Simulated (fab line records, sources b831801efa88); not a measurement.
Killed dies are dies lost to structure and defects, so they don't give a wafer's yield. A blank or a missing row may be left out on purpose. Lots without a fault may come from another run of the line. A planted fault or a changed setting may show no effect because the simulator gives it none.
Which tool did it? | flow gf180mcu | 13 lots, 39 wafers sampled, at 2 steps of a route of 602

WHAT THE GAUGES READ, wafer by wafer
GF_HV_LDD_TW_MEAS_23. Usual: HV_LDD_2_TW 1055, standard deviation 11.
lot  | measured     | on            | HV_LDD_2_TW    | flag
L764 | day 10 18:08 | film_metro-03 | 1075 1066 1075 |
L765 | day 11 05:44 | film_metro-04 | 1059 1061 1061 |
L766 | day 11 07:19 | film_metro-03 | 1061 1070 1067 |
L768 | day 11 22:46 | film_metro-04 | 1062 1066 1067 |
L770 | day 12 12:34 | film_metro-04 | 960 964 958    | OFF
L773 | day 13 13:40 | film_metro-04 | 955 957 951    | OFF
L780 | day 15 20:52 | film_metro-02 | 1043 1042 1042 |
L782 | day 16 08:16 | film_metro-04 | 1046 1052 1048 |
L783 | day 16 17:13 | film_metro-04 | 1050 1053 1044 |
L784 | day 17 05:34 | film_metro-04 | 1054 1057 1054 |
L785 | day 18 03:13 | film_metro-04 | 1048 1050 1055 |
L786 | day 18 06:55 | film_metro-03 | 1066 1071 1067 |
L787 | day 18 18:06 | film_metro-02 | 1043 1049 1046 |

WHICH TOOL RAN EACH LOT (tool, then ch and the chambers of the sampled wafers, then the start)
lot  | GF_HV_LDD_IMPLANT_21
L764 | implanter-04 ch 0, day 10 17:54
L765 | implanter-02 ch 0, day 11 05:31
L766 | implanter-02 ch 0, day 11 07:05
L768 | implanter-04 ch 0, day 11 22:32
L770 | implanter-01 ch 0, day 12 12:19
L773 | implanter-01 ch 0, day 13 13:25
L780 | implanter-04 ch 0, day 15 20:37
L782 | implanter-04 ch 0, day 16 08:01
L783 | implanter-01 ch 0, day 16 16:58
L784 | implanter-04 ch 0, day 17 05:19
L785 | implanter-01 ch 0, day 18 02:58
L786 | implanter-01 ch 0, day 18 06:40
L787 | implanter-04 ch 0, day 18 17:51
- GF_HV_LDD_IMPLANT_21

WHAT THE TOOLS THEMSELVES READ (means of the sampled wafers that have a number; where no wafer has one, the mark that the record gives instead)
GF_HV_LDD_IMPLANT_21. Usual: beam_energy_keV 25.000, standard deviation 0.0084; beam_on_s 10.02 s, standard deviation 0.2; faraday_current_uA 281, standard deviation 5.6.
lot  | tool         | beam_energy_keV | beam_on_s (s) | faraday_current_uA | flag
L764 | implanter-04 | 25.005          | 10.11         | 279                |
L765 | implanter-02 | 24.997          | 9.98          | 283                |
L766 | implanter-02 | 25.006          | 9.75          | 289                |
L768 | implanter-04 | 24.998          | 10.16         | 277                |
L770 | implanter-01 | 17.718          | 9.92          | 283                | OFF
L773 | implanter-01 | 17.708          | 10.00         | 282                | OFF
L780 | implanter-04 | 25.001          | 9.89          | 284                |
L782 | implanter-04 | 24.987          | 10.10         | 280                |
L783 | implanter-01 | 24.991          | 10.02         | 281                |
L784 | implanter-04 | 24.999          | 9.94          | 283                |
L785 | implanter-01 | 25.002          | 10.07         | 279                |
L786 | implanter-01 | 24.991          | 10.15         | 277                |
L787 | implanter-04 | 25.002          | 9.99          | 282                |

THE ANSWER, worked out from the rows above alone
Rule: a lot is off if the mean of its wafers that have a number lies more than 3 standard deviations from the usual mean. A lot without any number at a reading at which 4 lots or more have one is off too. The other lots that the step has rows for count as sound. The gauges are gone through in route order, then the tools' own readings, and for those a lot's mean is taken as printed above. The first step at which some lot is off is used, and at that step the reading that is off furthest; a lot without a number counts as furthest.
Off: L770, L773, at GF_HV_LDD_TW_MEAS_23 (HV_LDD_2_TW).
A tool fits if, at a process step before that reading, it ran every lot that is off, and no sound lot after the first of them. The gauges at GF_HV_LDD_TW_MEAS_23 aren't tried: what is off there is off at GF_HV_LDD_IMPLANT_21 too, on other tools, and a gauge's error can't cause that. None of those tried fits.

WHAT THE SIMULATOR HAD PUT IN
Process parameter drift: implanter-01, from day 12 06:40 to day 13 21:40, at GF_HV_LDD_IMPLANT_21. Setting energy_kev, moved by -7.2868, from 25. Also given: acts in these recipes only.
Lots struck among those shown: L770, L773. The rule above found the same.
